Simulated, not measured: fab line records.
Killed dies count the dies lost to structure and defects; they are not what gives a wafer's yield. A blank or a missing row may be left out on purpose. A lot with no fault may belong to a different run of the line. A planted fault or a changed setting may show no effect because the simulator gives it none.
fab line records	flow sky130
record: lots: 13	wafers: 39	lastDay: 50
route steps=708 shown FIELD_ISO@1 VT_ADJUST_PCH@152 LOCAL_INTERCONNECT@394 CONTACT@420 PAD_OPEN@708
lots with no fault: from the same line, run without faults
startH: the number of hours between the record's first day and the start of the first shown wafer of the lot	waitH: time in hours since the lot's previous step	" same as the row above	L1.1+2: one row covering several wafers at once	- no value, or no start was given	* or withheld: withheld	< > ~ a bound
route shown NAME@n: NAME is a module with steps in the file, n the number in the route of the first one	usual: the fault-free wafers' mean and standard deviation	same: alike in all rows	chamber/n: place in a boat	sites: per-site readings	_std_site: their standard deviation	_edge_site: outer sites' mean less inner sites'	radiusMm: for every site, how far away it sits from the centre of the wafer	mask NAME#n: copy n	behind: the last tool/chamber to shape the wafer	hold: why the lot went on hold/how many hours it stayed there/how the hold came to an end	device: the n, p or np transistor that did not switch	end of line: tests of these same wafers at the route's end	for a step that has no rows: nothing shown but its recipe	killed: not the wafer's yield, but the dies lost to structure and defects at the first sort	map: per-die view of a wafer (x killed, . not killed, _ where there is no die)
set.NAME: the setting the step ran with; set.NAME@STEP: the setting that earlier step ran with	model.NAME: the simulator's own value behind a step, which no gauge read
steps of the route over a sample of lots; a table a step, a row a wafer
services: a tool's chamber out of use, with start hour (startH, from the record's first day; less than 0 if before it), hours out, and reason
== steps ==
step: SKY_FIELD_ISO_BOW_MEAS_00
recipe: mode: bow
usual: INCOMING_BOW: -1/6.2
lot.wafer	tool	chamber	startH	waitH	INCOMING_BOW[um]
L324.3	filmMetro-03	-	10.04	-	18
L324.4	"	-	"	"	-1
L324.5	"	-	"	"	7
L325.2	filmMetro-01	-	15.02	-	-14
L325.5	"	-	"	"	7
L325.6	"	-	"	"	5
L326.2	filmMetro-02	-	20.02	-	2
L326.3	"	-	"	"	13
L326.6	"	-	"	"	3
L328.1	filmMetro-01	-	30.00	-	-3
L328.3	"	-	"	"	-6
L328.5	"	-	"	"	2
L329.2	filmMetro-01	-	35.02	-	7
L329.3	"	-	"	"	4
L329.4	"	-	"	"	-7
L332.1	filmMetro-03	-	50.00	-	-9
L332.2	"	-	"	"	2
L332.5	"	-	"	"	-6
L333.3	filmMetro-02	-	55.04	-	2
L333.4	"	-	"	"	3
L333.6	"	-	"	"	6
L334.2	filmMetro-03	-	60.02	-	-8
L334.4	"	-	"	"	5
L334.6	"	-	"	"	3
L335.2	filmMetro-03	-	65.02	-	-16
L335.3	"	-	"	"	-4
L335.6	"	-	"	"	-11
L336.2	filmMetro-02	-	70.02	-	1
L336.4	"	-	"	"	-8
L336.6	"	-	"	"	2
L338.1	filmMetro-01	-	80.00	-	-4
L338.2	"	-	"	"	-2
L338.3	"	-	"	"	4
L341.1	filmMetro-03	-	95.00	-	0
L341.2	"	-	"	"	-1
L341.4	"	-	"	"	-2
L342.1	filmMetro-01	-	100.00	-	4
L342.3	"	-	"	"	-9
L342.4	"	-	"	"	0
step: SKY_VT_ADJUST_PCH_STRIP_09
recipe: chemistry: O2/N2	powerW: 1400	pressureMtorr: 1500	platenTempC: withheld	o2FlowSccm: 3000	n2FlowSccm: 300	overashFraction: 0.5
usual: drypumpMotorCurrentA: 5.5/0.4	oesProductAu: 0.722/0.0053	stripTimeToEndpointS: 36.98/0.097
lot.wafer	tool	chamber	startH	waitH	drypumpMotorCurrentA	oesProductAu	rfHoursCounterH	stripTimeToEndpointS
L325.2	plasmaAsher-02	1	244.68	0.1	5.4	0.728	44	36.98
L325.5	"	1	"	"	5.4	0.715	-	37.00
L325.6	"	0	"	"	6.0	0.726	-	36.94
L324.3	plasmaAsher-02	1	247.04	0.1	5.4	0.724	-	36.88
L324.4	"	0	"	"	6.0	0.724	-	36.85
L324.5	"	0	"	"	6.0	0.730	-	36.95
L326.2	plasmaAsher-02	1	249.25	0.1	5.4	0.715	44	37.15
L326.3	"	0	"	"	6.0	0.722	-	36.96
L326.6	"	0	"	"	6.0	0.706	-	37.06
L328.1	plasmaAsher-04	1	261.08	0.1	5.1	0.717	12	36.87
L328.3	"	0	"	"	5.7	0.728	-	36.93
L328.5	"	1	"	"	5.1	0.712	-	36.78
L329.2	plasmaAsher-03	1	264.45	0.1	4.9	0.730	61	37.16
L329.3	"	0	"	"	6.0	0.726	-	37.01
L329.4	"	1	"	"	5.0	0.735	-	37.06
L332.1	plasmaAsher-03	0	292.68	0.1	6.0	0.722	63	36.90
L332.2	"	1	"	"	5.0	0.725	63	37.14
L332.5	"	0	"	"	6.0	0.723	-	37.10
L333.3	plasmaAsher-04	1	306.26	0.1	5.1	0.726	-	37.08
L333.4	"	0	"	"	5.7	0.723	-	37.02
L333.6	"	1	"	"	5.1	0.714	-	37.04
L334.2	plasmaAsher-03	1	308.15	0.1	5.0	0.722	65	36.99
L334.4	"	0	"	"	6.0	0.720	-	36.90
L334.6	"	1	"	"	4.9	0.723	-	37.06
L335.2	plasmaAsher-04	0	310.15	0.1	5.7	0.721	17	37.03
L335.3	"	0	"	"	5.7	0.718	-	37.14
L335.6	"	1	"	"	5.1	0.717	-	37.01
L336.2	plasmaAsher-03	1	319.25	0.1	5.0	0.731	66	36.96
L336.4	"	0	"	"	6.0	0.727	-	36.99
L336.6	"	1	"	"	4.9	0.728	-	36.94
L338.1	plasmaAsher-04	0	347.23	0.1	5.7	0.724	21	37.17
L338.2	"	1	"	"	5.1	0.722	21	37.24
L338.3	"	1	"	"	5.1	0.718	-	37.18
L342.1	plasmaAsher-04	1	373.83	0.1	5.0	0.677	23	41.20
L342.3	"	1	"	"	5.0	0.665	-	41.08
L342.4	"	0	"	"	5.7	0.677	-	41.16
L341.1	plasmaAsher-04	0	376.18	0.1	5.7	0.672	23	41.11
L341.2	"	1	"	"	5.1	0.661	23	41.10
L341.4	"	1	"	"	5.1	0.671	-	41.08
step: SKY_LOCAL_INTERCONNECT_SOFTBAKE_07
recipe: tempC: 100	timeS: 91.17	resist: KrF-thick
usual: plateSensorTCentreC: 100.88/0.01	plateSensorTEdgeC: 100.95/0.011
lot.wafer	tool	chamber	startH	waitH	plateSensorTCentreC	plateSensorTEdgeC
L325.2	lithoTrack-03	0	-	-	100.88	100.95
L325.5	"	0	"	"	100.87	100.93
L325.6	"	0	"	"	100.87	100.95
L324.3	lithoTrack-02	0	-	-	100.88	100.96
L324.4	"	0	"	"	100.88	100.97
L324.5	"	0	"	"	100.89	100.96
L326.2	lithoTrack-01	0	-	-	100.89	100.95
L326.3	"	0	"	"	100.88	100.97
L326.6	"	0	"	"	100.89	100.94
L328.1	lithoTrack-02	0	-	-	100.88	100.95
L328.3	"	0	"	"	100.89	100.95
L328.5	"	0	"	"	100.88	100.94
L329.2	lithoTrack-02	0	-	-	100.86	100.96
L329.3	"	0	"	"	100.89	100.94
L329.4	"	0	"	"	100.87	100.94
L332.1	lithoTrack-01	0	-	-	100.89	100.93
L332.2	"	0	"	"	100.87	100.95
L332.5	"	0	"	"	100.9	100.94
L334.2	lithoTrack-03	0	-	-	100.88	100.96
L334.4	"	0	"	"	100.9	100.95
L334.6	"	0	"	"	100.89	100.96
L333.3	lithoTrack-03	0	-	-	100.89	100.97
L333.4	"	0	"	"	100.88	100.94
L333.6	"	0	"	"	100.86	100.95
L335.2	lithoTrack-01	0	-	-	100.89	100.93
L335.3	"	0	"	"	100.89	100.97
L335.6	"	0	"	"	100.9	100.96
L336.2	lithoTrack-03	0	-	-	100.89	100.94
L336.4	"	0	"	"	100.88	100.95
L336.6	"	0	"	"	100.87	100.93
L338.1	lithoTrack-03	0	-	-	100.89	100.95
L338.2	"	0	"	"	100.88	100.95
L338.3	"	0	"	"	100.88	100.96
L342.1	lithoTrack-02	0	-	-	100.9	100.94
L342.3	"	0	"	"	100.88	100.95
L342.4	"	0	"	"	100.88	100.98
L341.1	lithoTrack-02	0	-	-	100.9	100.96
L341.2	"	0	"	"	100.88	100.96
L341.4	"	0	"	"	100.88	100.96
step: SKY_CONTACT_CD_MEAS_14
recipe: targetCdNm: 170
usual: cdNm: 170.0/1.4
lot.wafer	tool	chamber	startH	waitH	cdNm
L325.2	cdSem-01	-	754.99	-	170.4
L325.5	"	-	"	"	168.9
L325.6	"	-	"	"	169.9
L324.3	cdSem-01	-	772.85	-	170.4
L324.4	"	-	"	"	170.6
L324.5	"	-	"	"	170.9
L326.2	cdSem-02	-	773.72	-	168.9
L326.3	"	-	"	"	170.0
L326.6	"	-	"	"	169.0
L328.1	cdSem-01	-	774.87	-	169.9
L328.3	"	-	"	"	170.9
L328.5	"	-	"	"	170.7
L329.2	cdSem-02	-	777.19	-	168.2
L329.3	"	-	"	"	168.5
L329.4	"	-	"	"	169.0
L332.1	cdSem-02	-	803.35	-	169.0
L332.2	"	-	"	"	170.7
L332.5	"	-	"	"	169.1
L334.2	cdSem-02	-	814.54	-	167.0
L334.4	"	-	"	"	168.4
L334.6	"	-	"	"	166.4
L333.3	cdSem-02	-	816.81	-	171.8
L333.4	"	-	"	"	170.5
L333.6	"	-	"	"	170.6
L335.2	cdSem-02	-	818.77	-	171.8
L335.3	"	-	"	"	170.9
L335.6	"	-	"	"	171.8
L336.2	cdSem-01	-	841.67	-	170.6
L336.4	"	-	"	"	172.0
L336.6	"	-	"	"	171.8
L338.1	cdSem-01	-	860.32	-	169.8
L338.2	"	-	"	"	169.6
L338.3	"	-	"	"	168.5
L342.1	cdSem-01	-	879.52	-	170.7
L342.3	"	-	"	"	170.1
L342.4	"	-	"	"	170.6
L341.1	cdSem-02	-	884.26	-	169.9
L341.2	"	-	"	"	168.4
L341.4	"	-	"	"	170.2
step: SKY_PAD_OPEN_PROBE_99
usual: killed_at_M0_to_M3: 45/7.5	killed_at_M4_up: 2.8/1.9	killedAtContacts: 25/5.5	killedAtFrontEnd: 14/4	killedAtOther: 0.3/0.75	killedDies: 87/9.4	killedOnRim: 17/3.8	killedOpen: 47/6.6	killedShort: 39/6.6
same: grossDies: 492	killedAtBackSide: 0
lot.wafer	tool	chamber	startH	waitH	killed_at_M0_to_M3	killed_at_M4_up	killedAtContacts	killedAtFrontEnd	killedAtOther	killedDies	killedOnRim	killedOpen	killedShort
L325.2	prober-01	-	1094.11	0.1	49	5	24	15	0	93	23	53	39
L325.5	prober-01	-	1094.26	0.2	57	2	20	26	0	105	15	59	46
L325.6	prober-01	-	1094.31	0.2	53	3	27	8	0	91	17	50	41
L324.3	prober-02	-	1106.80	0.2	43	1	28	13	1	86	14	47	39
L324.4	prober-02	-	1106.85	0.2	34	0	39	14	0	87	20	49	38
L324.5	prober-02	-	1106.90	0.2	52	3	31	14	1	101	21	52	49
L326.2	prober-01	-	1108.39	0.1	40	2	14	10	0	66	12	40	26
L326.3	prober-01	-	1108.44	0.2	43	0	34	10	0	87	16	46	41
L326.6	prober-01	-	1108.59	0.2	51	0	32	8	0	91	16	48	43
L328.1	prober-02	-	1110.06	0.1	44	4	20	9	0	77	17	42	35
L328.3	prober-02	-	1110.16	0.2	38	5	20	14	1	78	12	39	39
L328.5	prober-02	-	1110.26	0.2	36	1	33	8	2	80	22	53	27
L329.2	prober-01	-	1111.42	0.1	54	4	30	10	0	98	20	45	53
L329.3	prober-01	-	1111.47	0.2	45	4	31	13	0	93	23	53	40
L329.4	prober-01	-	1111.52	0.2	42	4	31	17	0	94	18	54	40
L332.1	prober-02	-	1133.43	0.1	48	4	29	19	0	100	18	61	39
L332.2	prober-02	-	1133.48	0.1	38	5	23	19	0	85	15	48	37
L332.5	prober-02	-	1133.63	0.2	58	4	22	16	1	101	21	48	53
L334.2	prober-01	-	1138.67	0.1	48	2	23	13	0	86	12	52	34
L334.4	prober-01	-	1138.77	0.2	40	6	20	23	1	90	11	46	44
L334.6	prober-01	-	1138.87	0.2	36	3	30	18	0	87	11	45	42
L333.3	prober-02	-	1139.73	0.2	46	2	20	13	0	81	12	46	35
L333.4	prober-02	-	1139.78	0.2	38	1	26	14	0	79	12	47	32
L333.6	prober-02	-	1139.88	0.2	50	3	29	18	0	100	17	54	46
L335.2	prober-01	-	1142.31	0.1	47	2	22	23	0	94	21	45	49
L335.3	prober-01	-	1142.36	0.2	34	6	24	18	1	83	20	38	45
L335.6	prober-01	-	1142.51	0.2	55	6	22	13	0	96	20	45	51
L336.2	prober-02	-	1160.37	0.1	47	3	34	10	0	94	15	51	43
L336.4	prober-02	-	1160.47	0.2	45	1	18	7	0	71	14	44	27
L336.6	prober-02	-	1160.57	0.2	40	1	20	11	0	72	12	37	35
L338.1	prober-01	-	1171.23	0.1	35	1	28	19	0	83	13	51	32
L338.2	prober-01	-	1171.28	0.1	55	5	31	12	0	103	16	64	39
L338.3	prober-01	-	1171.33	0.2	51	2	29	12	0	94	13	47	47
L342.1	prober-01	-	1184.88	0.1	45	2	24	12	0	83	19	49	34
L342.3	prober-01	-	1184.98	0.2	57	1	26	12	0	96	21	62	34
L342.4	prober-01	-	1185.03	0.2	39	1	23	15	0	78	13	45	33
L341.1	prober-02	-	1188.07	0.1	46	0	17	18	1	82	15	45	37
L341.2	prober-02	-	1188.12	0.1	45	5	20	13	0	83	16	41	42
L341.4	prober-02	-	1188.22	0.2	47	1	16	7	0	71	17	42	29
killed by level:class
L325.2 VIA1:geometricParticle:open=15 CONTACT:geometricParticle:open=11 VIA2:geometricParticle:open=7 CONTACT:geometricParticle:short=6 METAL1:geometricParticle:short=6 POLY_GATE:geometricParticle:short=5 METAL2:geometricParticle:short=5 VIA3:geometricParticle:open=5
L325.5 VIA1:geometricParticle:open=12 CONTACT:geometricParticle:open=9 METAL1:geometricParticle:short=9 FIELD_ISO:geometricParticle:open=8 VIA2:geometricParticle:open=8 FIELD_ISO:geometricParticle:short=7 LI_CONTACT:geometricParticle:open=7 VIA3:geometricParticle:open=6
L325.6 VIA1:geometricParticle:open=16 LI_CONTACT:geometricParticle:open=9 CONTACT:geometricParticle:open=7 METAL1:geometricParticle:short=7 LOCAL_INTERCONNECT:geometricParticle:short=6 METAL2:geometricParticle:short=5 VIA3:geometricParticle:open=5 VIA1:geometricParticle:short=4
L324.3 CONTACT:geometricParticle:open=14 VIA1:geometricParticle:open=10 VIA1:geometricParticle:short=7 METAL2:geometricParticle:short=7 LI_CONTACT:geometricParticle:open=6 CONTACT:geometricParticle:short=5 VIA2:geometricParticle:open=5 METAL1:geometricParticle:short=4
L324.4 CONTACT:geometricParticle:open=15 VIA2:geometricParticle:open=8 LI_CONTACT:geometricParticle:open=7 FIELD_ISO:geometricParticle:open=6 LOCAL_INTERCONNECT:geometricParticle:short=6 CONTACT:geometricParticle:short=6 METAL1:geometricParticle:short=5 VIA1:geometricParticle:short=5
L324.5 CONTACT:geometricParticle:open=13 VIA1:geometricParticle:open=11 VIA3:geometricParticle:open=10 POLY_GATE:geometricParticle:short=7 LI_CONTACT:geometricParticle:open=7 METAL2:geometricParticle:short=7 METAL1:geometricParticle:short=5 METAL3:geometricParticle:short=5
L326.2 VIA1:geometricParticle:open=12 VIA2:geometricParticle:open=5 LI_CONTACT:geometricParticle:open=4 CONTACT:geometricParticle:short=4 CONTACT:geometricParticle:open=4 METAL1:geometricParticle:short=4 VIA1:geometricParticle:short=4 METAL2:geometricParticle:short=4
L326.3 VIA1:geometricParticle:open=13 LI_CONTACT:geometricParticle:open=10 CONTACT:geometricParticle:open=9 METAL3:geometricParticle:short=8 LOCAL_INTERCONNECT:geometricParticle:short=5 METAL2:geometricParticle:short=5 LI_CONTACT:geometricParticle:short=4 CONTACT:geometricParticle:short=4
L326.6 CONTACT:geometricParticle:open=10 VIA1:geometricParticle:open=10 CONTACT:geometricParticle:short=9 VIA2:geometricParticle:open=8 LI_CONTACT:geometricParticle:open=6 METAL2:geometricParticle:short=6 LOCAL_INTERCONNECT:geometricParticle:short=5 METAL1:geometricParticle:short=5
L328.1 VIA1:geometricParticle:open=10 VIA3:geometricParticle:open=7 CONTACT:geometricParticle:open=6 METAL1:geometricParticle:short=6 LI_CONTACT:geometricParticle:open=5 CONTACT:geometricParticle:short=5 VIA2:geometricParticle:open=5 VIA3:geometricParticle:short=5
L328.3 CONTACT:geometricParticle:open=9 VIA1:geometricParticle:open=8 METAL2:geometricParticle:short=7 VIA2:geometricParticle:open=6 METAL1:geometricParticle:short=5 FIELD_ISO:geometricParticle:open=4 FIELD_ISO:geometricParticle:short=4 LI_CONTACT:geometricParticle:short=4
L328.5 CONTACT:geometricParticle:open=15 VIA1:geometricParticle:open=10 LI_CONTACT:geometricParticle:open=8 LOCAL_INTERCONNECT:geometricParticle:short=5 VIA3:geometricParticle:open=5 METAL2:geometricParticle:short=4 VIA2:geometricParticle:open=4 FIELD_ISO:geometricParticle:short=3
L329.2 CONTACT:geometricParticle:open=14 METAL1:geometricParticle:short=10 VIA1:geometricParticle:open=9 METAL2:geometricParticle:short=8 LI_CONTACT:geometricParticle:open=5 VIA1:geometricParticle:short=5 VIA2:geometricParticle:open=5 VIA3:geometricParticle:short=5
L329.3 CONTACT:geometricParticle:open=11 VIA1:geometricParticle:open=10 LOCAL_INTERCONNECT:geometricParticle:short=8 LI_CONTACT:geometricParticle:open=7 VIA3:geometricParticle:open=7 VIA2:geometricParticle:open=7 VIA1:geometricParticle:short=5 CONTACT:geometricParticle:short=4
L329.4 CONTACT:geometricParticle:open=14 VIA1:geometricParticle:open=12 VIA2:geometricParticle:open=7 CONTACT:geometricParticle:short=6 METAL1:geometricParticle:short=5 FIELD_ISO:geometricParticle:open=4 SPACER:geometricParticle:short=4 LI_CONTACT:geometricParticle:open=4
L332.1 VIA1:geometricParticle:open=12 LI_CONTACT:geometricParticle:open=12 VIA2:geometricParticle:open=8 POLY_GATE:geometricParticle:open=7 CONTACT:geometricParticle:open=7 METAL1:geometricParticle:short=6 CONTACT:geometricParticle:short=5 VIA3:geometricParticle:open=5
L332.2 CONTACT:geometricParticle:open=10 VIA1:geometricParticle:open=9 VIA2:geometricParticle:open=7 LI_CONTACT:geometricParticle:open=6 POLY_GATE:geometricParticle:short=6 METAL2:geometricParticle:short=5 METAL3:geometricParticle:short=5 POLY_GATE:geometricParticle:open=4
L332.5 VIA1:geometricParticle:open=12 METAL2:geometricParticle:short=11 METAL1:geometricParticle:short=8 VIA1:geometricParticle:short=8 POLY_GATE:geometricParticle:short=6 CONTACT:geometricParticle:open=6 LI_CONTACT:geometricParticle:open=6 VIA3:geometricParticle:open=5
L334.2 VIA1:geometricParticle:open=15 CONTACT:geometricParticle:open=11 METAL2:geometricParticle:short=8 VIA3:geometricParticle:open=6 FIELD_ISO:geometricParticle:open=5 VIA2:geometricParticle:open=5 LOCAL_INTERCONNECT:geometricParticle:short=4 POLY_GATE:geometricParticle:short=3
L334.4 CONTACT:geometricParticle:open=9 FIELD_ISO:geometricParticle:open=9 METAL2:geometricParticle:short=9 VIA1:geometricParticle:open=7 VIA3:geometricParticle:open=6 VIA2:geometricParticle:open=6 METAL4:geometricParticle:short=5 CONTACT:geometricParticle:short=5
L334.6 CONTACT:geometricParticle:open=10 LI_CONTACT:geometricParticle:open=9 FIELD_ISO:geometricParticle:open=7 METAL2:geometricParticle:short=7 FIELD_ISO:geometricParticle:short=6 VIA1:geometricParticle:open=6 LOCAL_INTERCONNECT:geometricParticle:short=6 METAL1:geometricParticle:short=5
L333.3 METAL2:geometricParticle:short=9 VIA3:geometricParticle:open=9 CONTACT:geometricParticle:open=8 VIA1:geometricParticle:open=8 VIA2:geometricParticle:open=6 LI_CONTACT:geometricParticle:open=5 FIELD_ISO:geometricParticle:open=4 METAL1:geometricParticle:short=4
L333.4 CONTACT:geometricParticle:open=14 VIA1:geometricParticle:open=10 CONTACT:geometricParticle:short=5 VIA2:geometricParticle:short=5 VIA2:geometricParticle:open=5 POLY_GATE:geometricParticle:open=4 LI_CONTACT:geometricParticle:open=4 POLY_GATE:geometricParticle:short=3
L333.6 LI_CONTACT:geometricParticle:open=10 CONTACT:geometricParticle:open=10 METAL2:geometricParticle:short=9 VIA2:geometricParticle:open=8 FIELD_ISO:geometricParticle:short=7 VIA1:geometricParticle:open=7 VIA3:geometricParticle:open=7 POLY_GATE:geometricParticle:open=5
L335.2 VIA1:geometricParticle:short=11 CONTACT:geometricParticle:open=10 VIA1:geometricParticle:open=7 VIA2:geometricParticle:short=7 VIA3:geometricParticle:open=6 FIELD_ISO:geometricParticle:open=5 POLY_GATE:geometricParticle:open=5 CONTACT:geometricParticle:short=5
L335.3 FIELD_ISO:geometricParticle:short=8 VIA2:geometricParticle:open=7 CONTACT:geometricParticle:open=6 LI_CONTACT:geometricParticle:open=6 VIA1:geometricParticle:short=6 CONTACT:geometricParticle:short=5 VIA3:geometricParticle:open=5 METAL4:geometricParticle:short=5
L335.6 VIA3:geometricParticle:open=13 METAL2:geometricParticle:short=11 VIA1:geometricParticle:open=9 LOCAL_INTERCONNECT:geometricParticle:short=8 VIA2:geometricParticle:open=7 CONTACT:geometricParticle:short=6 FIELD_ISO:geometricParticle:open=5 CONTACT:geometricParticle:open=5
L336.2 LI_CONTACT:geometricParticle:open=11 VIA1:geometricParticle:open=10 CONTACT:geometricParticle:open=10 CONTACT:geometricParticle:short=8 VIA2:geometricParticle:open=7 METAL2:geometricParticle:short=6 VIA1:geometricParticle:short=5 METAL1:geometricParticle:short=4
L336.4 VIA1:geometricParticle:open=12 VIA3:geometricParticle:open=8 LI_CONTACT:geometricParticle:open=6 VIA2:geometricParticle:open=6 CONTACT:geometricParticle:open=6 VIA1:geometricParticle:short=5 CONTACT:geometricParticle:short=4 METAL1:geometricParticle:short=4
L336.6 VIA1:geometricParticle:open=12 CONTACT:geometricParticle:open=9 POLY_GATE:geometricParticle:open=5 METAL1:geometricParticle:short=5 VIA1:geometricParticle:short=5 POLY_GATE:geometricParticle:short=4 LI_CONTACT:geometricParticle:open=4 LOCAL_INTERCONNECT:geometricParticle:short=4
L338.1 LI_CONTACT:geometricParticle:open=8 FIELD_ISO:geometricParticle:open=7 CONTACT:geometricParticle:open=7 VIA1:geometricParticle:open=6 VIA2:geometricParticle:open=5 LOCAL_INTERCONNECT:geometricParticle:short=5 CONTACT:geometricParticle:short=4 METAL1:geometricParticle:short=4
L338.2 VIA1:geometricParticle:open=12 CONTACT:geometricParticle:open=12 VIA2:geometricParticle:open=10 VIA1:geometricParticle:short=9 LI_CONTACT:geometricParticle:open=6 POLY_GATE:geometricParticle:open=4 LOCAL_INTERCONNECT:geometricParticle:short=4 CONTACT:geometricParticle:short=4
L338.3 VIA1:geometricParticle:open=11 LI_CONTACT:geometricParticle:open=8 CONTACT:geometricParticle:short=8 METAL1:geometricParticle:short=8 VIA1:geometricParticle:short=8 METAL2:geometricParticle:short=8 CONTACT:geometricParticle:open=7 LOCAL_INTERCONNECT:geometricParticle:short=5
L342.1 VIA1:geometricParticle:open=10 CONTACT:geometricParticle:open=10 VIA1:geometricParticle:short=8 CONTACT:geometricParticle:short=6 METAL2:geometricParticle:short=6 FIELD_ISO:geometricParticle:open=5 POLY_GATE:geometricParticle:open=5 METAL1:geometricParticle:short=5
L342.3 VIA1:geometricParticle:open=21 VIA3:geometricParticle:open=11 VIA1:geometricParticle:short=9 LI_CONTACT:geometricParticle:open=8 CONTACT:geometricParticle:open=7 POLY_GATE:geometricParticle:open=5 CONTACT:geometricParticle:short=4 LOCAL_INTERCONNECT:geometricParticle:short=4
L342.4 CONTACT:geometricParticle:open=11 VIA1:geometricParticle:open=10 VIA2:geometricParticle:open=6 POLY_GATE:geometricParticle:open=5 LI_CONTACT:geometricParticle:short=5 METAL1:geometricParticle:short=5 VIA3:geometricParticle:open=5 POLY_GATE:geometricParticle:short=4
L341.1 VIA1:geometricParticle:open=15 FIELD_ISO:geometricParticle:short=6 METAL1:geometricParticle:short=6 POLY_GATE:geometricParticle:open=5 LOCAL_INTERCONNECT:geometricParticle:short=5 CONTACT:geometricParticle:open=5 VIA2:geometricParticle:open=5 LI_CONTACT:geometricParticle:open=4
L341.2 VIA1:geometricParticle:open=8 VIA1:geometricParticle:short=8 LI_CONTACT:geometricParticle:open=7 VIA3:geometricParticle:open=7 METAL1:geometricParticle:short=6 CONTACT:geometricParticle:open=5 VIA2:geometricParticle:open=5 FIELD_ISO:geometricParticle:open=4
L341.4 VIA1:geometricParticle:open=12 VIA1:geometricParticle:short=9 LI_CONTACT:geometricParticle:open=8 VIA3:geometricParticle:open=6 METAL2:geometricParticle:short=5 METAL1:geometricParticle:short=4 VIA2:geometricParticle:open=4 CONTACT:geometricParticle:open=3
== services ==
tool	chamber	startH	hours	kind
plasmaAsher-03	-	226.45	0.9	repair
plasmaAsher-04	-	287.84	2.8	pm
plasmaAsher-04	-	382.61	17.0	repair
plasmaAsher-02	-	400.19	0.5	repair
plasmaAsher-03	-	455.57	0.7	repair
plasmaAsher-03	-	568.71	1.1	repair
plasmaAsher-03	-	570.49	1.9	repair
plasmaAsher-04	-	617.57	4.3	repair
plasmaAsher-03	-	681.42	1.1	repair
plasmaAsher-02	-	696.93	8.1	repair
plasmaAsher-03	-	733.75	9.0	pm
plasmaAsher-03	0	733.75	9.0	ventCycle
plasmaAsher-03	1	733.75	9.0	ventCycle
plasmaAsher-03	0	742.75	-	clean
plasmaAsher-03	1	742.75	-	clean
plasmaAsher-02	-	815.24	0.8	repair
plasmaAsher-02	-	829.63	14.6	pm
== key ==
firstSign: step: SKY_VT_ADJUST_PCH_STRIP_09	reading: stripTimeToEndpointS	direction: up	sigmas: 43	usual: *	struck: *
effect: step: SKY_VT_ADJUST_PCH_STRIP_09	reading: oesProductAu	direction: down	sigmas: 9.8	usual: 0.722	struck: 0.670
metAt SKY_VT_ADJUST_PCH_STRIP_09
struckLots L341,L342
testerLeftOut L341,L342
notActingAt SKY_FIELD_ISO_BOW_MEAS_00,SKY_LOCAL_INTERCONNECT_SOFTBAKE_07,SKY_CONTACT_CD_MEAS_14
onsetBetween 347.23 373.83
fault: kind: processParameterDrift	tool: plasmaAsher-04	chamber: -	onsetH: 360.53	steps: SKY_VT_ADJUST_PCH_STRIP_09	channel: powerW	offset: *	shape: step	endH: 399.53	actsIn: *	stated: *
testerLeftOut: of these lots the tester's yield and bins aren't shown, on N5 and GAA mostly nor the transistor test; their killed dies are dies lost to structure and defects alone, not to doping, threshold or leakage, so they don't give the yield
